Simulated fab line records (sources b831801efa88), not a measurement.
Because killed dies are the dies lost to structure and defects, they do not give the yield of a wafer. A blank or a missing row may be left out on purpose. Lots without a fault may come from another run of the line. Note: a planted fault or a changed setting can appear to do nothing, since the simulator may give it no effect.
A single fault, viewed from 2 desks ; flow sky130 ; only its own numbers are on each desk; what lay behind them is given at the end

## FROM THE METROLOGY DESK
Lot by lot, what the gauges showed, no matter which tool ran the lot: averages of those sampled wafers that carry a number. The brackets show how far a lot's mean lies from the usual mean; more than 4 standard deviations puts the lot out of limits, marked OUT.
Columns: A = cdNm at SKY_LOCAL_INTERCONNECT_CD_MEAS_11, usual 169.7 nm
lot;first seen here;A
L969;day 29 16:56;170.8
L970;day 30 08:59;168.8
L971;day 30 19:10;169.2
L973;day 31 16:26;172.5
L974;day 31 20:43;168.5
L975;day 32 03:25;167.5
L976;day 32 13:43;169.3
L977;day 32 22:22;171.5
L978;day 33 10:01;169.9
L979;day 33 14:56;167.5
L987;day 36 01:04;168.3
L988;day 36 12:56;170.0
L989;day 36 21:43;169.3
This desk's finding: nothing out of limits on any of the 13 lots.

## DESK OF THE TOOL OWNER: rieMetal-02
The tool's own readings at SKY_LOCAL_INTERCONNECT_ETCH_13 (etches BARC in N2/H2, stops on SiO2, time 45.9 s, target depth 60 nm): means of the sampled wafers that have a number, for each lot that ran on this tool. The brackets show how far a lot's mean lies from the usual mean; more than 4 standard deviations puts the lot out of limits, marked OUT.
Columns: A = biasW at SKY_LOCAL_INTERCONNECT_ETCH_13, usual 100.0 W; B = drypumpMotorCurrentA at SKY_LOCAL_INTERCONNECT_ETCH_13, usual 5.57 A; C = heBacksideLeakSccm at SKY_LOCAL_INTERCONNECT_ETCH_13, usual 3.4 sccm; D = oesProductAu at SKY_LOCAL_INTERCONNECT_ETCH_13, usual 0.863 a.u.; E = throttleValvePct at SKY_LOCAL_INTERCONNECT_ETCH_13, usual 13.226 %
lot;first seen here;A;B;C;D;E
L970;day 30 09:07;100.2;5.55;3.4;0.863;13.229
L971;day 30 19:18;99.8;5.41;3.6;0.865;13.222
L974;day 31 20:52;100.0;5.55;3.3;0.865;13.234
L975;day 32 03:35;99.8;5.53;3.4;0.862;13.230
L987;day 36 01:13;92.5 (-22) OUT;5.42;3.6;0.862;13.224
L988;day 36 13:04;92.3 (-23) OUT;5.53;3.4;0.865;13.221
L989;day 36 21:52;92.4 (-22) OUT;5.55;3.4;0.863;13.222
This desk finds L987, L988, L989 out of limits, L987 being first, at day 36 01:13 (biasW at SKY_LOCAL_INTERCONNECT_ETCH_13). Within limits: L970, L971, L974, L975.

## TAKEN TOGETHER
The tool owner's desk had the chance to raise an alarm at day 36 01:13 on L987, L988, L989.
The metrology desk saw nothing out of limits.
The metrology desk has L987, L988, L989 on record, within its limits.
The lots listed all ran SKY_LOCAL_INTERCONNECT_ETCH_13 on rieMetal-02.

## WHAT HAD BEEN PUT IN BY THE SIMULATOR
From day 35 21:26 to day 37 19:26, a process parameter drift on rieMetal-02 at SKY_LOCAL_INTERCONNECT_ETCH_13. A move of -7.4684 in setting biasW, from 100. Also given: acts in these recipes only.
Struck lots among those shown: L987, L988, L989.
Time in hours from fault onset to the first out-of-limits reading at each desk: the tool owner's desk, 4.
